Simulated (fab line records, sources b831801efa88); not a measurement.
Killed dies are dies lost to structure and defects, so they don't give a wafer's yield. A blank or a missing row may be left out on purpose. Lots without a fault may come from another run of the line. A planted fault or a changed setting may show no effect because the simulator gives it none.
Which tool did it? | flow gf180mcu | 12 lots, 36 wafers sampled, at 5 steps of a route of 602

WHAT THE GAUGES READ, wafer by wafer
GF_M3_THK_MEAS_06: measures by xrf.
lot  | measured     | on            | M3_ALCU_THK (nm)
L295 | day 20 14:19 | film_metro-04 | 444 444 444
L301 | day 22 20:27 | film_metro-04 | 441 444 443
L299 | day 22 22:37 | film_metro-01 | 442 436 438
L300 | day 22 22:56 | film_metro-04 | 441 439 441
L303 | day 23 21:44 | film_metro-04 | 442 449 443
L307 | day 25 13:48 | film_metro-02 | 408 409 415
L309 | day 26 04:04 | film_metro-02 | 442 450 448
L311 | day 26 15:35 | film_metro-04 | 440 443 443
L310 | day 26 17:01 | film_metro-01 | 410 408 406
L314 | day 27 11:45 | film_metro-01 | 456 457 445
L315 | day 27 19:25 | film_metro-01 | 450 451 454
L316 | day 27 21:09 | film_metro-02 | 451 444 441

WHICH TOOL RAN EACH LOT (tool, then ch and the chambers of the sampled wafers, then the start)
lot  | GF_V2_CMP_04                  | GF_V2_ETCH_16                      | GF_V2_CMP_26                  | GF_M3_SPUTTER_04
L295 | cmp-01 ch 1,2,3, day 19 11:52 | rie_diel-04 ch 1,3, day 20 12:35   | cmp-02 ch 0,2,3, day 20 13:43 | pvd_sputter-01, day 20 14:09
L301 | cmp-02 ch 1,2,3, day 21 19:07 | rie_diel-01 ch 2,3, day 22 18:45   | cmp-01 ch 2,3, day 22 19:49   | pvd_sputter-03, day 22 20:17
L299 | cmp-02 ch 0,2,3, day 21 21:00 | rie_diel-02 ch 0,1, day 22 20:53   | cmp-02 ch 2,3, day 22 21:57   | pvd_sputter-01, day 22 22:26
L300 | cmp-02 ch 1,2,3, day 21 21:25 | rie_diel-04 ch 0,1,3, day 22 21:14 | cmp-01 ch 2,3, day 22 22:20   | pvd_sputter-02, day 22 22:46
L303 | cmp-01 ch 2,3, day 22 20:54   | rie_diel-04 ch 0,2,3, day 23 20:02 | cmp-01 ch 0,1,2, day 23 21:05 | pvd_sputter-03, day 23 21:34
L307 | cmp-01 ch 0,1,2, day 24 09:39 | rie_diel-01 ch 0,2, day 25 11:17   | cmp-02 ch 0,1, day 25 13:12   | pvd_sputter-03, day 25 13:38
L309 | cmp-02 ch 0,1,2, day 25 04:10 | rie_diel-02 ch 0,2, day 26 02:21   | cmp-01 ch 0,1, day 26 03:26   | pvd_sputter-02, day 26 03:55
L311 | cmp-01 ch 1,2,3, day 25 16:25 | rie_diel-04 ch 1,2,3, day 26 13:54 | cmp-01 ch 0,1,2, day 26 14:57 | pvd_sputter-02, day 26 15:26
L310 | cmp-02 ch 2,3, day 25 17:28   | rie_diel-02 ch 0,2, day 26 15:18   | cmp-02 ch 0,1, day 26 16:22   | pvd_sputter-03, day 26 16:50
L314 | cmp-01 ch 0,1, day 26 11:42   | rie_diel-02 ch 1,2, day 27 09:09   | cmp-02 ch 1,2, day 27 11:08   | pvd_sputter-02, day 27 11:34
L315 | cmp-02 ch 0,2,3, day 26 20:51 | rie_diel-02 ch 0,1,3, day 27 17:23 | cmp-02 ch 0,1,3, day 27 18:46 | pvd_sputter-02, day 27 19:15
L316 | cmp-01 ch 0,2,3, day 26 23:35 | rie_diel-01 ch 0,2,3, day 27 19:27 | cmp-02 ch 0,1,3, day 27 20:31 | pvd_sputter-01, day 27 20:59
- GF_V2_CMP_04: polishes SiO2.
- GF_V2_ETCH_16: etches BARC in N2/H2.
- GF_V2_CMP_26: polishes, stops on SiO2, t overpolish 15 s, target thk 0 nm.
- GF_M3_SPUTTER_04: material TiN, target thk 50 nm, time 41.7 s.

WHAT THE TOOLS THEMSELVES READ (means of the sampled wafers that have a number; where no wafer has one, the mark that the record gives instead)
GF_V2_CMP_04.
lot  | tool   | motor_current_A (A) | time_to_endpoint_s (s)
L295 | cmp-01 | 12.2                | 80
L301 | cmp-02 | 11.3                | 80
L299 | cmp-02 | 11.2                | 88
L300 | cmp-02 | 11.6                | 82
L303 | cmp-01 | 12.5                | 84
L307 | cmp-01 | 11.8                | 81
L309 | cmp-02 | 11.0                | 74
L311 | cmp-01 | 12.2                | 77
L310 | cmp-02 | 11.6                | 77
L314 | cmp-01 | 11.7                | 85
L315 | cmp-02 | 11.5                | 84
L316 | cmp-01 | 12.0                | 78

GF_V2_ETCH_16.
lot  | tool        | drypump_motor_current_A (A) | h2_flow_sccm (sccm) | oes_product_au (a.u.) | rf_fwd_power_W (W) | throttle_valve_pct (%)
L295 | rie_diel-04 | 5.4                         | 199.8               | 0.853                 | 495.3              | 13.226
L301 | rie_diel-01 | 5.7                         | 200.2               | 0.851                 | 494.9              | 13.226
L299 | rie_diel-02 | 5.3                         | 199.8               | 0.854                 | 494.3              | 13.230
L300 | rie_diel-04 | 5.5                         | 200.1               | 0.855                 | 494.7              | 13.227
L303 | rie_diel-04 | 5.6                         | 200.2               | 0.860                 | 493.4              | 13.221
L307 | rie_diel-01 | 5.5                         | 200.1               | 0.856                 | 495.5              | 13.227
L309 | rie_diel-02 | 5.0                         | 199.4               | 0.856                 | 495.4              | 13.225
L311 | rie_diel-04 | 5.7                         | 200.1               | 0.852                 | 494.7              | 13.219
L310 | rie_diel-02 | 5.0                         | 199.8               | 0.856                 | 495.4              | 13.229
L314 | rie_diel-02 | 5.5                         | 199.2               | 0.855                 | 496.5              | 13.224
L315 | rie_diel-02 | 5.5                         | 200.1               | 0.856                 | 494.5              | 13.229
L316 | rie_diel-01 | 5.5                         | 199.9               | 0.851                 | 493.5              | 13.229

GF_V2_CMP_26.
lot  | tool   | motor_current_A (A) | overpolish_run_s (s) | time_to_endpoint_s (s)
L295 | cmp-02 | 10.5                | 14.990               | 86
L301 | cmp-01 | 11.7                | 14.995               | 84
L299 | cmp-02 | 10.9                | 15.006               | 84
L300 | cmp-01 | 11.5                | 15.003               | 85
L303 | cmp-01 | 11.2                | 15.002               | 86
L307 | cmp-02 | 9.9                 | 15.003               | 82
L309 | cmp-01 | 10.6                | 15.004               | 84
L311 | cmp-01 | 10.9                | 15.001               | 84
L310 | cmp-02 | 9.9                 | 15.000               | 82
L314 | cmp-02 | 10.6                | 15.002               | 83
L315 | cmp-02 | 9.9                 | 15.000               | 87
L316 | cmp-02 | 10.1                | 14.998               | 86

GF_M3_SPUTTER_04.
lot  | tool           | throttle_valve_pct (%)
L295 | pvd_sputter-01 | 31.0
L301 | pvd_sputter-03 | 29.5
L299 | pvd_sputter-01 | 30.9
L300 | pvd_sputter-02 | 30.3
L303 | pvd_sputter-03 | 28.8
L307 | pvd_sputter-03 | 29.6
L309 | pvd_sputter-02 | 30.3
L311 | pvd_sputter-02 | 30.4
L310 | pvd_sputter-03 | 29.0
L314 | pvd_sputter-02 | 30.4
L315 | pvd_sputter-02 | 30.6
L316 | pvd_sputter-01 | 30.9

THE ANSWER, worked out from the rows above alone
Rule: what is usual is taken from the lots themselves. Put in order of their means at a reading, lots are off if they are a third of the lots or fewer, leave a main group of 4 or more, and stand apart from it by a gap of 3 or more times the standard deviation of the main group's means; of several such gaps the widest counts. A main group whose means are all the same, to the digits that the tables above print for the reading, isn't used. A lot without any number at a reading at which 4 lots or more have one is off too. The other lots that the step has rows for count as sound. The gauges are gone through in route order, then the tools' own readings, and for those a lot's mean is taken as printed above. The first step at which some lot is off is used, and at that step the reading that is off furthest; a lot without a number counts as furthest.
Off: L307, L310, at GF_M3_THK_MEAS_06 (M3_ALCU_THK). The main group: mean 445 nm, standard deviation 4.3.
A tool fits if, at a process step before that reading, it ran every lot that is off, and no sound lot after the first of them. The gauges at GF_M3_THK_MEAS_06 are tried like those tools. One fits: pvd_sputter-03 at GF_M3_SPUTTER_04. Its last sound lot is L303 (day 23 21:34), its first lot that is off L307 (day 25 13:38): a fault that began between those two fits.

WHAT THE SIMULATOR HAD PUT IN
Process parameter drift: pvd_sputter-03, from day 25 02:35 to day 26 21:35, at GF_M3_SPUTTER_04. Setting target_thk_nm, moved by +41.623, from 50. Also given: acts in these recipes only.
Lots struck among those shown: L307, L310. The rule above found the same.
